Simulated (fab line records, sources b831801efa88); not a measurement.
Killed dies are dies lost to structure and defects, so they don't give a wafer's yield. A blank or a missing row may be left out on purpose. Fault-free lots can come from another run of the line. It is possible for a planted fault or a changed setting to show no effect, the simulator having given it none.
Which tool did it? || flow sky130 || 33 wafers from 11 lots sampled at 5 of the route's 708 steps

## WHAT THE GAUGES SHOWED, per wafer
SKY_VT_ADJUST_NCORE_OVL_MEAS_08.
{"lot": "L496", "measured": "day 8 10:44", "on": "overlay-01", "VT_ADJUST_NCORE_OVL (nm)": "-0.3 -0.7 0.2"}
{"lot": "L497", "measured": "day 8 21:10", "on": "overlay-01", "VT_ADJUST_NCORE_OVL (nm)": "-0.8 -3.6 -2.5"}
{"lot": "L502", "measured": "day 11 00:20", "on": "overlay-01", "VT_ADJUST_NCORE_OVL (nm)": "-2.9 -1.8 -0.3"}
{"lot": "L504", "measured": "day 11 12:07", "on": "overlay-01", "VT_ADJUST_NCORE_OVL (nm)": "-2.1 -3.2 -1.7"}
{"lot": "L505", "measured": "day 11 17:26", "on": "overlay-01", "VT_ADJUST_NCORE_OVL (nm)": "1.7 0.1 -1.5"}
{"lot": "L507", "measured": "day 12 08:41", "on": "overlay-02", "VT_ADJUST_NCORE_OVL (nm)": "-1.8 -1.3 -1.6"}
{"lot": "L511", "measured": "day 12 22:02", "on": "overlay-02", "VT_ADJUST_NCORE_OVL (nm)": "-1.1 -9.7 -7.7 1.8 -7.0 -5.4"}
{"lot": "L510", "measured": "day 13 00:11", "on": "overlay-02", "VT_ADJUST_NCORE_OVL (nm)": "-3.0 -1.7 -3.5"}
{"lot": "L517", "measured": "day 14 19:49", "on": "overlay-02", "VT_ADJUST_NCORE_OVL (nm)": "-6.0 -1.7 -3.4"}
{"lot": "L518", "measured": "day 15 04:56", "on": "overlay-02", "VT_ADJUST_NCORE_OVL (nm)": "-0.3 0.2 0.1"}
{"lot": "L519", "measured": "day 15 14:49", "on": "overlay-02", "VT_ADJUST_NCORE_OVL (nm)": "-2.1 -2.4 -1.1"}

SKY_VT_ADJUST_HVTR_TW_MEAS_11.
{"lot": "L496", "measured": "day 9 08:46", "on": "film_metro-03", "VT_ADJUST_HVTR_TW": "211.2 210.9 210.5"}
{"lot": "L497", "measured": "day 9 19:34", "on": "film_metro-03", "VT_ADJUST_HVTR_TW": "210.5 210.2 211.9"}
{"lot": "L502", "measured": "day 12 00:48", "on": "film_metro-01", "VT_ADJUST_HVTR_TW": "209.9 211.8 210.6"}
{"lot": "L504", "measured": "day 12 12:48", "on": "film_metro-03", "VT_ADJUST_HVTR_TW": "212.1 211.5 211.1"}
{"lot": "L505", "measured": "day 12 19:08", "on": "film_metro-03", "VT_ADJUST_HVTR_TW": "213.0 212.2 211.9"}
{"lot": "L507", "measured": "day 13 10:40", "on": "film_metro-04", "VT_ADJUST_HVTR_TW": "211.2 210.2 209.9"}
{"lot": "L511", "measured": "day 14 00:31", "on": "film_metro-01", "VT_ADJUST_HVTR_TW": "213.2 211.9 213.4"}
{"lot": "L510", "measured": "day 14 02:14", "on": "film_metro-01", "VT_ADJUST_HVTR_TW": "212.1 212.5 212.8"}
{"lot": "L517", "measured": "day 16 00:35", "on": "film_metro-03", "VT_ADJUST_HVTR_TW": "210.7 210.0 211.7"}
{"lot": "L518", "measured": "day 16 09:31", "on": "film_metro-03", "VT_ADJUST_HVTR_TW": "210.9 211.0 211.4"}
{"lot": "L519", "measured": "day 16 19:56", "on": "film_metro-03", "VT_ADJUST_HVTR_TW": "210.9 211.4 211.1"}

## EACH LOT AND THE TOOL THAT RAN IT (in order: tool; ch and the chambers of the sampled wafers; start)
{"lot": "L496", "SKY_VT_ADJUST_LVTN_STRIP_20": "plasma_asher-02 ch 0,1, day 7 14:27", "SKY_VT_ADJUST_NCORE_EXPOSE_04": "iline_stepper-02 ch 0, day 8 00:41", "SKY_VT_ADJUST_NCORE_STRIP_10": "plasma_asher-01 ch 0,1, day 8 10:55"}
{"lot": "L497", "SKY_VT_ADJUST_LVTN_STRIP_20": "plasma_asher-03 ch 0,1, day 8 00:11", "SKY_VT_ADJUST_NCORE_EXPOSE_04": "iline_stepper-02 ch 0, day 8 10:19", "SKY_VT_ADJUST_NCORE_STRIP_10": "plasma_asher-03 ch 0,1, day 8 21:20"}
{"lot": "L502", "SKY_VT_ADJUST_LVTN_STRIP_20": "plasma_asher-01 ch 0,1, day 10 01:14", "SKY_VT_ADJUST_NCORE_EXPOSE_04": "iline_stepper-02 ch 0, day 10 12:34", "SKY_VT_ADJUST_NCORE_STRIP_10": "plasma_asher-04 ch 0,1, day 11 00:31"}
{"lot": "L504", "SKY_VT_ADJUST_LVTN_STRIP_20": "plasma_asher-01 ch 0,1, day 10 12:06", "SKY_VT_ADJUST_NCORE_EXPOSE_04": "iline_stepper-02 ch 0, day 11 00:31", "SKY_VT_ADJUST_NCORE_STRIP_10": "plasma_asher-04 ch 1, day 11 12:19"}
{"lot": "L505", "SKY_VT_ADJUST_LVTN_STRIP_20": "plasma_asher-01 ch 0,1, day 10 17:38", "SKY_VT_ADJUST_NCORE_EXPOSE_04": "iline_stepper-02 ch 0, day 11 05:26", "SKY_VT_ADJUST_NCORE_STRIP_10": "plasma_asher-04 ch 0,1, day 11 17:38"}
{"lot": "L507", "SKY_VT_ADJUST_LVTN_STRIP_20": "plasma_asher-01 ch 0,1, day 11 08:21", "SKY_VT_ADJUST_NCORE_EXPOSE_04": "iline_stepper-01 ch 0, day 11 20:23", "SKY_VT_ADJUST_NCORE_STRIP_10": "plasma_asher-01 ch 0,1, day 12 08:52"}
{"lot": "L511", "SKY_VT_ADJUST_LVTN_STRIP_20": "plasma_asher-01 ch 0,1, day 11 21:15", "SKY_VT_ADJUST_NCORE_EXPOSE_04": "iline_stepper-02 ch 0, day 12 09:40", "SKY_VT_ADJUST_NCORE_STRIP_10": "plasma_asher-03 ch 0,1, day 12 22:25"}
{"lot": "L510", "SKY_VT_ADJUST_LVTN_STRIP_20": "plasma_asher-02 ch 0,1, day 11 23:24", "SKY_VT_ADJUST_NCORE_EXPOSE_04": "iline_stepper-01 ch 0, day 12 11:31", "SKY_VT_ADJUST_NCORE_STRIP_10": "plasma_asher-04 ch 0,1, day 13 00:22"}
{"lot": "L517", "SKY_VT_ADJUST_LVTN_STRIP_20": "plasma_asher-01 ch 0,1, day 13 17:38", "SKY_VT_ADJUST_NCORE_EXPOSE_04": "iline_stepper-01 ch 0, day 14 06:58", "SKY_VT_ADJUST_NCORE_STRIP_10": "plasma_asher-01 ch 0,1, day 14 19:59"}
{"lot": "L518", "SKY_VT_ADJUST_LVTN_STRIP_20": "plasma_asher-03 ch 0,1, day 14 01:26", "SKY_VT_ADJUST_NCORE_EXPOSE_04": "iline_stepper-01 ch 0, day 14 15:15", "SKY_VT_ADJUST_NCORE_STRIP_10": "plasma_asher-04 ch 0,1, day 15 05:07"}
{"lot": "L519", "SKY_VT_ADJUST_LVTN_STRIP_20": "plasma_asher-02 ch 0,1, day 14 10:45", "SKY_VT_ADJUST_NCORE_EXPOSE_04": "iline_stepper-01 ch 0, day 15 00:13", "SKY_VT_ADJUST_NCORE_STRIP_10": "plasma_asher-03 ch 0,1, day 15 14:59"}
- SKY_VT_ADJUST_LVTN_STRIP_20: strips in O2/N2.
- SKY_VT_ADJUST_NCORE_EXPOSE_04: exposes mask LVTN COMPLEMENT THIN, target cd 380 nm.
- SKY_VT_ADJUST_NCORE_STRIP_10: strips in O2/N2.

## WHAT THE TOOLS THEMSELVES READ (means of the sampled wafers that have a number; where no wafer has one, the mark that the record gives instead)
SKY_VT_ADJUST_LVTN_STRIP_20.
{"lot": "L496", "tool": "plasma_asher-02", "chamber_pressure_mTorr (mTorr)": 1500.4, "drypump_motor_current_A (A)": 5.7, "n2_flow_sccm (sccm)": 299.8, "oes_product_au (a.u.)": 0.722, "strip_time_to_endpoint_s (s)": 14.23}
{"lot": "L497", "tool": "plasma_asher-03", "chamber_pressure_mTorr (mTorr)": 1499.8, "drypump_motor_current_A (A)": 5.5, "n2_flow_sccm (sccm)": 299.9, "oes_product_au (a.u.)": 0.719, "strip_time_to_endpoint_s (s)": 14.17}
{"lot": "L502", "tool": "plasma_asher-01", "chamber_pressure_mTorr (mTorr)": 1499.1, "drypump_motor_current_A (A)": 6.0, "n2_flow_sccm (sccm)": 299.5, "oes_product_au (a.u.)": 0.718, "strip_time_to_endpoint_s (s)": 14.13}
{"lot": "L504", "tool": "plasma_asher-01", "chamber_pressure_mTorr (mTorr)": 1499.2, "drypump_motor_current_A (A)": 5.9, "n2_flow_sccm (sccm)": 300.5, "oes_product_au (a.u.)": 0.722, "strip_time_to_endpoint_s (s)": 14.16}
{"lot": "L505", "tool": "plasma_asher-01", "chamber_pressure_mTorr (mTorr)": 1500.2, "drypump_motor_current_A (A)": 5.9, "n2_flow_sccm (sccm)": 299.8, "oes_product_au (a.u.)": 0.713, "strip_time_to_endpoint_s (s)": 14.22}
{"lot": "L507", "tool": "plasma_asher-01", "chamber_pressure_mTorr (mTorr)": 1499.8, "drypump_motor_current_A (A)": 5.8, "n2_flow_sccm (sccm)": 300.6, "oes_product_au (a.u.)": 0.718, "strip_time_to_endpoint_s (s)": 14.19}
{"lot": "L511", "tool": "plasma_asher-01", "chamber_pressure_mTorr (mTorr)": 1498.7, "drypump_motor_current_A (A)": 5.8, "n2_flow_sccm (sccm)": 300.7, "oes_product_au (a.u.)": 0.714, "strip_time_to_endpoint_s (s)": 14.15}
{"lot": "L510", "tool": "plasma_asher-02", "chamber_pressure_mTorr (mTorr)": 1500.8, "drypump_motor_current_A (A)": 6.0, "n2_flow_sccm (sccm)": 299.5, "oes_product_au (a.u.)": 0.716, "strip_time_to_endpoint_s (s)": 14.19}
{"lot": "L517", "tool": "plasma_asher-01", "chamber_pressure_mTorr (mTorr)": 1499.4, "drypump_motor_current_A (A)": 6.0, "n2_flow_sccm (sccm)": 300.3, "oes_product_au (a.u.)": 0.712, "strip_time_to_endpoint_s (s)": 14.23}
{"lot": "L518", "tool": "plasma_asher-03", "chamber_pressure_mTorr (mTorr)": 1500.6, "drypump_motor_current_A (A)": 5.5, "n2_flow_sccm (sccm)": 300.0, "oes_product_au (a.u.)": 0.715, "strip_time_to_endpoint_s (s)": 14.21}
{"lot": "L519", "tool": "plasma_asher-02", "chamber_pressure_mTorr (mTorr)": 1499.6, "drypump_motor_current_A (A)": 5.7, "n2_flow_sccm (sccm)": 300.0, "oes_product_au (a.u.)": 0.715, "strip_time_to_endpoint_s (s)": 14.27}

SKY_VT_ADJUST_NCORE_EXPOSE_04.
{"lot": "L496", "tool": "iline_stepper-02", "reticle_temp_C (C)": 22.98}
{"lot": "L497", "tool": "iline_stepper-02", "reticle_temp_C (C)": 22.99}
{"lot": "L502", "tool": "iline_stepper-02", "reticle_temp_C (C)": 23.07}
{"lot": "L504", "tool": "iline_stepper-02", "reticle_temp_C (C)": 23.03}
{"lot": "L505", "tool": "iline_stepper-02", "reticle_temp_C (C)": 22.90}
{"lot": "L507", "tool": "iline_stepper-01", "reticle_temp_C (C)": 22.99}
{"lot": "L511", "tool": "iline_stepper-02", "reticle_temp_C (C)": 23.03}
{"lot": "L510", "tool": "iline_stepper-01", "reticle_temp_C (C)": 23.03}
{"lot": "L517", "tool": "iline_stepper-01", "reticle_temp_C (C)": 22.92}
{"lot": "L518", "tool": "iline_stepper-01", "reticle_temp_C (C)": 22.93}
{"lot": "L519", "tool": "iline_stepper-01", "reticle_temp_C (C)": 22.97}

SKY_VT_ADJUST_NCORE_STRIP_10.
{"lot": "L496", "tool": "plasma_asher-01", "chamber_pressure_mTorr (mTorr)": 1499.9, "drypump_motor_current_A (A)": 6.0, "n2_flow_sccm (sccm)": 299.4, "oes_product_au (a.u.)": 0.718, "strip_time_to_endpoint_s (s)": 14.20}
{"lot": "L497", "tool": "plasma_asher-03", "chamber_pressure_mTorr (mTorr)": 1500.1, "drypump_motor_current_A (A)": 5.2, "n2_flow_sccm (sccm)": 300.0, "oes_product_au (a.u.)": 0.713, "strip_time_to_endpoint_s (s)": 14.21}
{"lot": "L502", "tool": "plasma_asher-04", "chamber_pressure_mTorr (mTorr)": 1499.8, "drypump_motor_current_A (A)": 5.6, "n2_flow_sccm (sccm)": 300.5, "oes_product_au (a.u.)": 0.716, "strip_time_to_endpoint_s (s)": 14.19}
{"lot": "L504", "tool": "plasma_asher-04", "chamber_pressure_mTorr (mTorr)": 1502.2, "drypump_motor_current_A (A)": 5.3, "n2_flow_sccm (sccm)": 299.9, "oes_product_au (a.u.)": 0.718, "strip_time_to_endpoint_s (s)": 14.15}
{"lot": "L505", "tool": "plasma_asher-04", "chamber_pressure_mTorr (mTorr)": 1499.5, "drypump_motor_current_A (A)": 5.5, "n2_flow_sccm (sccm)": 299.3, "oes_product_au (a.u.)": 0.719, "strip_time_to_endpoint_s (s)": 14.20}
{"lot": "L507", "tool": "plasma_asher-01", "chamber_pressure_mTorr (mTorr)": 1500.8, "drypump_motor_current_A (A)": 6.0, "n2_flow_sccm (sccm)": 300.2, "oes_product_au (a.u.)": 0.717, "strip_time_to_endpoint_s (s)": 14.22}
{"lot": "L511", "tool": "plasma_asher-03", "chamber_pressure_mTorr (mTorr)": 1500.8, "drypump_motor_current_A (A)": 5.3, "n2_flow_sccm (sccm)": 301.0, "oes_product_au (a.u.)": 0.712, "strip_time_to_endpoint_s (s)": 14.20}
{"lot": "L510", "tool": "plasma_asher-04", "chamber_pressure_mTorr (mTorr)": 1499.9, "drypump_motor_current_A (A)": 5.6, "n2_flow_sccm (sccm)": 300.8, "oes_product_au (a.u.)": 0.718, "strip_time_to_endpoint_s (s)": 14.23}
{"lot": "L517", "tool": "plasma_asher-01", "chamber_pressure_mTorr (mTorr)": 1501.2, "drypump_motor_current_A (A)": 5.8, "n2_flow_sccm (sccm)": 299.9, "oes_product_au (a.u.)": 0.722, "strip_time_to_endpoint_s (s)": 14.19}
{"lot": "L518", "tool": "plasma_asher-04", "chamber_pressure_mTorr (mTorr)": 1500.0, "drypump_motor_current_A (A)": 5.5, "n2_flow_sccm (sccm)": 299.5, "oes_product_au (a.u.)": 0.719, "strip_time_to_endpoint_s (s)": 14.22}
{"lot": "L519", "tool": "plasma_asher-03", "chamber_pressure_mTorr (mTorr)": 1498.8, "drypump_motor_current_A (A)": 5.5, "n2_flow_sccm (sccm)": 300.1, "oes_product_au (a.u.)": 0.716, "strip_time_to_endpoint_s (s)": 14.15}

## THE ANSWER, worked out from the rows above alone
Rule: what is usual is taken from the lots themselves. The widest of any qualifying gaps counts: lots, ordered by their means at a reading, are off when they make up no more than a third of the lots, leave a main group of 4 or more, and stand apart from it by 3 or more times the standard deviation of that group's means. A main group whose means are all the same, to the digits that the tables above print for the reading, isn't used. Also off: a lot with no number at a reading for which 4 or more lots have one. Where the step has rows for the other lots, those lots are counted as sound. First the gauges in route order, then the tools' own readings, where a lot's mean is used as printed above. The first step at which some lot is off is used, and at that step the reading that is off furthest; a lot without a number counts as furthest.
Across all readings shown, no lot is off: no conclusion can be drawn from this.

## WHAT THE SIMULATOR PUT IN
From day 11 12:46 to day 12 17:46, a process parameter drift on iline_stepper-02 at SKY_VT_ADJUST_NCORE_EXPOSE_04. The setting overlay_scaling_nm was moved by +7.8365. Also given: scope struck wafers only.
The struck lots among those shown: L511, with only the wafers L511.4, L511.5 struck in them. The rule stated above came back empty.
